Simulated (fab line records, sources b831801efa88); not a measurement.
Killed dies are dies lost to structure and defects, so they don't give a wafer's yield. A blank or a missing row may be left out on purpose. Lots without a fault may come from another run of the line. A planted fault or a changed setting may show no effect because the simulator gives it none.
fab line records | flow gf180mcu | part 2 of 2: steps 27 to 37 of 37
record lots=5 wafers=15 last_day=34
route steps=602 shown NSD@242 PSD@248 SAB@264 SALICIDE@278
lots that met no fault: from a run of the same line without faults
start_h: hours from the record's first day to the start of the lot's first wafer shown | wait_h: hours since the lot's step before | " the same as in the row above | L1.1+2: a row that stands for several wafers | - no value, or no start given | * or withheld: withheld | < > ~ a bound
route shown NAME@n: a module of which the file shows steps, and the number in the route of the first | usual: mean/standard deviation of fault-free wafers | same: alike in all rows | chamber/n: place in a boat | sites: the reading at each site | _std_site: their standard deviation | _edge_site: outer sites' mean less inner sites' | radius_mm: how far each site lies from the wafer's centre | mask NAME#n: copy n | behind: the tool/chamber that last shaped the wafer | hold: why the lot was held/for how many hours/how that ended | device: the transistor (n, p or np) that didn't switch | end of line: the same wafers' tests at the end of the route | a step without rows: its recipe alone | killed: dies lost to structure and defects at the first sort, not the wafer's yield | map: a wafer's dies, x killed, . not, _ none there
set.NAME: the setting as run; set.NAME@STEP: as run at that earlier step | model.NAME: the simulator's own value behind a step, which no gauge read
lots at some steps of the route; a table a step, a row a wafer
services: from which hour (start_h, from the record's first day; less than 0 if before it) a tool's chamber was out of use, for how many hours, and why
## steps
# step GF_SAB_COAT_04
# recipe resist=NOVOLAK spin_rpm=3000 resist_thk_nm=1000
# usual dispense_pressure_kPa=48/6.2 spin_speed_rpm=3000.2/1.9
# columns lot.wafer tool chamber start_h wait_h dispense_pressure_kPa spin_speed_rpm
L074.1 litho_track-01 0 328.92 0.1 54 3000.8
L074.2 " 0 " " 54 3000.4
L074.3 " 0 " " 54 3001.7
L088.3 litho_track-03 0 455.65 0.1 56 2996.5
L088.4 " 0 " " 56 2998.7
L088.6 " 0 " " 56 2998.8
L092.2 litho_track-04 0 485.21 0.1 43 2998.7
L092.4 " 0 " " 43 3000.3
L092.6 " 0 " " 43 3001.5
L093.3 litho_track-03 0 497.20 0.1 56 3003.3
L093.5 " 0 " " 56 2998.8
L093.6 " 0 " " 56 3000.4
L094.1 litho_track-04 0 504.03 0.1 43 2998.2
L094.3 " 0 " " 43 3000.1
L094.5 " 0 " " 43 2996.8
# step GF_SAB_SOFTBAKE_05
# recipe temp_c=90 time_s=60 resist=NOVOLAK
# usual heater_power_total_W=56.60/0.047
# columns lot.wafer tool chamber start_h wait_h heater_power_total_W
L074.1 litho_track-01 0 329.07 0.1 56.53
L074.2 " 0 " " 56.62
L074.3 " 0 " " 56.60
L088.3 litho_track-03 0 455.80 0.1 56.64
L088.4 " 0 " " 56.58
L088.6 " 0 " " 56.68
L092.2 litho_track-04 0 485.36 0.1 56.56
L092.4 " 0 " " 56.65
L092.6 " 0 " " 56.59
L093.3 litho_track-03 0 497.35 0.1 56.57
L093.5 " 0 " " 56.54
L093.6 " 0 " " 56.66
L094.1 litho_track-04 0 504.18 0.1 56.57
L094.3 " 0 " " 56.53
L094.5 " 0 " " 56.64
# step GF_SAB_EXPOSE_06
# recipe mask_id=SAB target_cd_nm=420 na=0.6 source_shape=conventional sigma_outer=0.6 dose_mj=140
# usual focus_offset_nm=0.1/0.49
# columns lot.wafer tool chamber start_h wait_h mask focus_offset_nm
L074.1 iline_stepper-01 0 - - SAB#0 0.1
L074.2 " 0 " " SAB#0 0.6
L074.3 " 0 " " SAB#0 0.6
L088.3 iline_stepper-02 0 - - SAB#0 0.7
L088.4 " 0 " " SAB#0 0.7
L088.6 " 0 " " SAB#0 0.9
L092.2 iline_stepper-02 0 - - SAB#0 -0.5
L092.4 " 0 " " SAB#0 -0.3
L092.6 " 0 " " SAB#0 -0.8
L093.3 iline_stepper-01 0 - - SAB#0 0.2
L093.5 " 0 " " SAB#0 0.6
L093.6 " 0 " " SAB#0 0.0
L094.1 iline_stepper-01 0 - - SAB#0 -0.6
L094.3 " 0 " " SAB#0 0.6
L094.5 " 0 " " SAB#0 -0.1
# step GF_SAB_PEB_07
# recipe temp_c=withheld time_s=* resist=NOVOLAK
# columns lot.wafer tool chamber start_h wait_h
L074.1+2+3 litho_track-04 0 - -
L088.3+4+6 litho_track-03 0 - -
L092.2+4+6 litho_track-04 0 - -
L093.3+5+6 litho_track-01 0 - -
L094.1+3+5 litho_track-01 0 - -
# step GF_SAB_DEVELOP_08
# recipe develop_time_s=60 dev_temp_c=23
# columns lot.wafer tool chamber start_h wait_h
L074.1+2+3 litho_track-04 0 339.64 0.1
L088.3+4+6 litho_track-03 0 467.40 0.1
L092.2+4+6 litho_track-04 0 496.96 0.1
L093.3+5+6 litho_track-01 0 509.22 0.1
L094.1+3+5 litho_track-01 0 516.17 0.1
# step GF_SAB_CD_MEAS_09
# recipe target_cd_nm=420
# usual cd_nm=420/3
# columns lot.wafer tool chamber start_h wait_h cd_nm
L074.1 cd_sem-02 - 339.79 0.1 419
L074.2 " - " " 418
L074.3 " - " " 421
L088.3 cd_sem-01 - 467.54 0.1 422
L088.4 " - " " 422
L088.6 " - " " 421
L092.2 cd_sem-01 - 497.10 0.1 415
L092.4 " - " " 416
L092.6 " - " " 414
L093.3 cd_sem-01 - 509.36 0.1 418
L093.5 " - " " 418
L093.6 " - " " 416
L094.1 cd_sem-01 - 516.32 0.1 419
L094.3 " - " " 419
L094.5 " - " " 418
# step GF_SAB_OVL_MEAS_10
# usual SAB_OVL=-1.1/1.6
# columns lot.wafer tool chamber start_h wait_h SAB_OVL[nm]
L074.1 overlay-01 - 339.91 0.1 -4.1
L074.2 " - " " -1.0
L074.3 " - " " -3.3
L088.3 overlay-02 - 467.63 0.1 0.3
L088.4 " - " " 0.6
L088.6 " - " " 1.5
L092.2 overlay-01 - 497.21 0.1 -2.6
L092.4 " - " " -1.5
L092.6 " - " " -2.0
L093.3 overlay-02 - 509.45 0.1 -0.1
L093.5 " - " " 5.1
L093.6 " - " " 1.7
L094.1 overlay-02 - 516.44 0.1 -1.4
L094.3 " - " " 0.0
L094.5 " - " " -2.4
# step GF_SAB_ETCH_11
# recipe chemistry=C4F8/O2/Ar mask_material=NOVOLAK target=SiO2 target_depth_nm=55 source_w=1500 bias_w=1241 pressure_mtorr=40 c4f8_flow_sccm=withheld O2_flow_sccm=6 Ar_flow_sccm=300 time_s=8.5
# usual oes_product_au=1.009/0.015 rf_fwd_power_W=1469/7.6
# columns lot.wafer tool chamber start_h wait_h oes_product_au rf_fwd_power_W rf_hours_counter_h
L074.1 rie_diel-02 0 339.94 0.0 1.019 1464 93
L074.2 " 3 " " 1.039 1479 103
L074.3 " 1 " " 0.999 1479 61
L088.3 rie_diel-04 2 467.66 0.0 1.026 1463 59
L088.4 " 0 " " 1.005 1468 70
L088.6 " 0 " " 1.002 1469 -
L092.2 rie_diel-02 2 497.24 0.0 0.995 1466 9
L092.4 " 0 " " 1.010 1468 0
L092.6 " 2 " " 0.983 1462 -
L093.3 rie_diel-01 3 509.47 0.0 1.003 1471 30
L093.5 " 1 " " 1.024 1471 -
L093.6 " 0 " " 1.020 1471 -
L094.1 rie_diel-02 0 516.47 0.0 1.035 1462 1
L094.3 " 1 " " 0.994 1463 66
L094.5 " 3 " " 1.014 1478 -
# step GF_SAB_WET_ETCH_12
# recipe chemistry=dHF target_depth_nm=22 dry=n2_spin target=SiO2 temp_c=25 dilution=100:1 time_s=440
# columns lot.wafer tool chamber start_h wait_h
L074.1+2+3 wet_bench-03 0 339.96 0.0
L088.3+4+6 wet_bench-04 0 467.68 0.0
L092.2+4+6 wet_bench-01 0 497.26 0.0
L093.3+5+6 wet_bench-03 3 509.49 0.0
L094.1+3+5 wet_bench-01 0 516.49 0.0
# step GF_SAB_STRIP_13
# recipe chemistry=O2/N2 power_w=1400 pressure_mtorr=1500 platen_temp_c=250 o2_flow_sccm=3000 n2_flow_sccm=300 overash_fraction=0.5
# usual drypump_motor_current_A=5.9/0.52 heater_power_w=322/46 n2_flow_sccm=299.9/0.94 oes_product_au=0.710/0.0043 platen_temp_c=250.02/0.2 strip_time_to_endpoint_s=12.62/0.037
# columns lot.wafer tool chamber start_h wait_h drypump_motor_current_A heater_power_w n2_flow_sccm oes_product_au platen_temp_c rf_hours_counter_h strip_time_to_endpoint_s
L074.1 plasma_asher-03 1 340.10 0.0 6.7 404 298.8 0.709 250.05 54 12.63
L074.2 " 0 " " 6.1 253 301.7 0.708 249.86 54 12.59
L074.3 " 1 " " 6.7 392 299.2 0.718 249.95 - 12.64
L088.3 plasma_asher-04 0 467.84 0.0 5.1 315 300.1 0.706 249.47 - 12.57
L088.4 " 1 " " 6.2 335 299.0 0.710 250.08 - 12.57
L088.6 " 0 " " 5.1 318 299.9 0.710 249.58 - 12.60
L092.2 plasma_asher-01 1 497.39 0.0 6.1 302 300.4 0.706 250.08 38 12.65
L092.4 " 1 " " 6.1 310 298.9 0.712 249.99 - 12.61
L092.6 " 0 " " 5.4 326 299.8 0.704 249.92 - 12.65
L093.3 plasma_asher-01 0 509.66 0.0 5.4 318 298.1 0.710 249.75 - 12.61
L093.5 " 1 " " 6.1 313 299.7 0.719 249.80 - 12.62
L093.6 " 0 " " 5.4 318 298.6 0.713 249.84 - 12.59
L094.1 plasma_asher-03 0 516.62 0.0 6.1 242 301.5 0.709 250.39 73 12.58
L094.3 " 1 " " 6.7 403 300.4 0.715 250.18 - 12.58
L094.5 " 0 " " 6.1 252 300.3 0.707 250.24 - 12.54
# step GF_SALICIDE_CLEAN_00
# recipe chemistry=SC1/SC2 mix=1:4:20 temp_c=70 time_s=150
# columns lot.wafer tool chamber start_h wait_h
L074.1+2+3 wet_bench-04 1 340.20 0.1
L088.3+4+6 wet_bench-03 3 467.91 0.0
L092.2+4+6 wet_bench-03 1 497.49 0.1
L093.3+5+6 wet_bench-02 3 509.72 0.0
L094.1+3+5 wet_bench-03 3 516.72 0.1
## services
# columns tool chamber start_h hours kind
rie_diel-02 - 283.26 1.0 repair
plasma_asher-01 - 283.55 2.8 pm
implanter-03 - 288.32 1.3 repair
implanter-04 - 296.37 3.6 pm
implanter-03 - 299.21 18.1 repair
pecvd-04 - 303.64 1.8 repair
rie_diel-02 2 322.74 5.2 repair
rie_diel-02 2 328.69 8.9 repair
wet_bench-03 - 350.50 11.0 repair
rie_diel-02 3 385.72 5.1 repair
implanter-01 - 391.15 1.7 repair
implanter-03 - 406.52 1.2 repair
implanter-03 - 415.57 5.9 pm
plasma_asher-02 - 421.25 9.0 pm
iline_stepper-01 - 438.41 1.7 pm
plasma_asher-01 - 449.42 8.5 repair
plasma_asher-02 - 459.60 0.7 repair
implanter-01 - 480.90 1.9 repair
iline_stepper-02 - 486.82 1.7 pm
plasma_asher-03 - 492.77 2.5 repair
implanter-01 - 496.52 3.1 pm
implanter-01 - 502.43 2.6 repair
rie_diel-02 3 504.05 2.9 repair
wet_bench-04 - 512.76 1.4 repair
